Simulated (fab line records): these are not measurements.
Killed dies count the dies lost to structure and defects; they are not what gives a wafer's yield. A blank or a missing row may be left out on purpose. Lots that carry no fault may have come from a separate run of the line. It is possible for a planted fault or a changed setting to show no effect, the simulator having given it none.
Comparing a struck lot with a sound one -- flow sky130 -- 43 steps out of a route of 708
Sound: these wafers, L519.1, L519.2, L519.4. Struck: wafers L538.3, L538.5, L538.6. The cause is given at the end.
Per side, at each step with rows, come the tool, then ch with its chambers, and then its first start. Under that, the readings that differ: sound wafers -- struck wafers -- difference of the means -- sigmas: that difference in standard deviations of wafers without a fault.
alike: same words and numbers on both sides, and readings whose means sit less than 2 such deviations apart. not compared: any withheld reading, any reading some wafer has no value for, any bound like >300 that may hide the same value, and any number with overlapping values for which the record gives no deviation.
A row with sigmas, a row that says differs or no value, or rows on one side alone: a step with any of these is where the two part. Non-overlapping numbers with no deviation appear without sigmas and do not part them. Lack of a reading on every wafer of one side parts them only where that side has two or more wafers.

first, 5 steps without rows for these wafers: SKY_CONTACT_COAT_09 (resist thk 450 nm); SKY_CONTACT_SOFTBAKE_10 (time 90 s); SKY_CONTACT_EXPOSE_11 (exposes mask CTM1, target cd 170 nm); SKY_CONTACT_PEB_12; SKY_CONTACT_DEVELOP_13 (develop time 60 s).
SKY_CONTACT_CD_MEAS_14: target cd 170 nm.
  sound on cd_sem-01, day 31 20:32; struck on cd_sem-02, day 38 10:33
reading,sound,struck,difference,sigmas
cd_nm (nm),170.4 172.4 169.3,168.2 168.3 168.0,-2.5,-2
SKY_CONTACT_OVL_MEAS_15:
  sound on overlay-01, day 31 20:39; struck on overlay-01, day 38 10:38
  alike: CONTACT_OVL
SKY_CONTACT_ETCH_16: etches BARC in N2/H2, stops on SiO2, time 45.9 s, target depth 60 nm.
  sound on rie_diel-04 ch 0,2,3, day 31 20:41; struck on rie_diel-03 ch 0,1,2, day 38 10:40
reading,sound,struck,difference,sigmas
throttle_valve_pct (%),13.212 13.202 13.217,13.228 13.235 13.221,+0.018,+2
  alike: drypump_motor_current_A, oes_product_au
  not compared: rf_hours_counter_h
then, 1 step without rows for these wafers: SKY_CONTACT_ETCH_17 (etches SiO2 in C4F8/O2/Ar, stops on Si3N4, target depth 340 nm).
SKY_CONTACT_ETCH_18: etches Si3N4 in CHF3/O2, stops on TiN, time 39 s, target depth 75 nm.
  sound: rie_diel-04 ch 0,2,3; struck: rie_diel-03 ch 0,1,2
  alike: chf3_flow_sccm, drypump_motor_current_A, oes_product_au, throttle_valve_pct
  not compared: rf_hours_counter_h
then, 2 steps without rows for these wafers: SKY_CONTACT_STRIP_19 (strips in O2/N2); SKY_CONTACT_STRIP_20 (strips in post etch residue remover, time 1200 s).
SKY_CONTACT_CLEAN_21: cleans in IPA, time 180 s.
  sound on wet_bench-01 ch 2, day 31 21:16; struck on wet_bench-04 ch 3, day 38 11:15
then, 3 steps without rows for these wafers: SKY_CONTACT_CLEAN_22 (cleans in O3/DIW); SKY_CONTACT_SPUTTER_23 (material TiN, target thk 20 nm, time 80 s); SKY_CONTACT_CVD_24 (deposits W, target thk 340 nm, time 102.12 s).
SKY_CONTACT_RS_MEAS_25: a four-point-probe measurement.
  sound on film_metro-04, day 31 21:35; struck on film_metro-04, day 38 11:37
reading,sound,struck,difference,sigmas
CONTACT_W_RS (ohm/sq),0.342 0.341 0.340,0.332 0.331 0.335,-0.008,-2
SKY_CONTACT_THK_MEAS_26: measures by xrf.
  sound on film_metro-04, day 31 21:42; struck on film_metro-04, day 38 11:43
  alike: CONTACT_W_THK
then, 2 steps without rows for these wafers: SKY_CONTACT_CMP_27 (polishes, stops on SiO2, t overpolish 15 s, target thk 0 nm); SKY_METAL1_SPUTTER_00 (material Ti, target thk 15 nm, time 10 s).
SKY_METAL1_SPUTTER_01: material TiN, target thk 20 nm, time 16.7 s.
  sound on pvd_sputter-03, day 31 22:05; struck on pvd_sputter-04, day 38 12:18
  alike: throttle_valve_pct
then, 3 steps without rows for these wafers: SKY_METAL1_SPUTTER_02 (material AlCu, target thk 250 nm, time 13.3 s); SKY_METAL1_SPUTTER_03 (material Ti, target thk 5 nm, time 3.3 s); SKY_METAL1_SPUTTER_04 (material TiN, target thk 70 nm, time 58.3 s).
SKY_METAL1_RS_MEAS_05: a four-point-probe measurement.
  sound on film_metro-04, day 31 22:12; struck on film_metro-04, day 38 12:28
  alike: METAL1_ALCU_RS
SKY_METAL1_THK_MEAS_06: measures by xrf.
  sound on film_metro-04, day 31 22:19; struck on film_metro-04, day 38 12:34
  alike: METAL1_ALCU_THK
then, 8 steps without rows for these wafers: SKY_METAL1_DEHYDRATE_07 (time 60 s); SKY_METAL1_HMDS_08 (prime time 60 s); SKY_METAL1_COAT_09 (resist thk 60 nm); SKY_METAL1_COAT_10 (resist thk 450 nm); SKY_METAL1_SOFTBAKE_11 (time 90 s); SKY_METAL1_EXPOSE_12 (exposes mask MM1, target cd 140 nm); SKY_METAL1_PEB_13; SKY_METAL1_DEVELOP_14 (develop time 60 s).
SKY_METAL1_CD_MEAS_15: target cd 140 nm.
  sound on cd_sem-01, day 33 01:16; struck on cd_sem-01, day 39 12:17
  alike: cd_nm
SKY_METAL1_OVL_MEAS_16:
  sound on overlay-01, day 33 01:23; struck on overlay-02, day 39 12:23
  alike: METAL1_OVL
SKY_METAL1_DESCUM_17: chemistry O2, time 8 s.
  sound on rie_metal-02 ch 0,1, day 33 01:26; struck on rie_metal-04 ch 0,1, day 39 12:25
  alike: drypump_motor_current_A, oes_product_au
  not compared: rf_hours_counter_h
SKY_METAL1_ETCH_18: etches BARC in N2/H2, stops on SiO2, time 45.9 s, target depth 60 nm.
  sound on rie_metal-02 ch 0,1, day 33 01:28; struck on rie_metal-04 ch 0,1, day 39 12:28
  alike: drypump_motor_current_A, oes_product_au, throttle_valve_pct
  not compared: rf_hours_counter_h
then, 4 steps without rows for these wafers: SKY_METAL1_METAL_ETCH_19 (etches the open film in Cl2/BCl3, stops on SiO2, target depth 360 nm, time 78 s); SKY_METAL1_STRIP_20 (strips in O2/N2); SKY_METAL1_STRIP_21 (strips in post etch residue remover, time 1200 s); SKY_METAL1_CLEAN_22 (cleans in IPA, time 180 s).
-- the record jumps here: 11 days lie between the struck wafers' starts before and after (it left off in module METAL1 and takes up again in module PAD_OPEN, whose first step shown is number 708 of the route) --
SKY_PAD_OPEN_PROBE_99:
  the record has rows for the struck wafers here (prober-02, day 50 10:38) and none for the sound ones

== WHERE THEY PART ==
Last at SKY_PAD_OPEN_PROBE_99 as far as this record goes, first at SKY_CONTACT_CD_MEAS_14.

WHY: what had been put in by the simulator
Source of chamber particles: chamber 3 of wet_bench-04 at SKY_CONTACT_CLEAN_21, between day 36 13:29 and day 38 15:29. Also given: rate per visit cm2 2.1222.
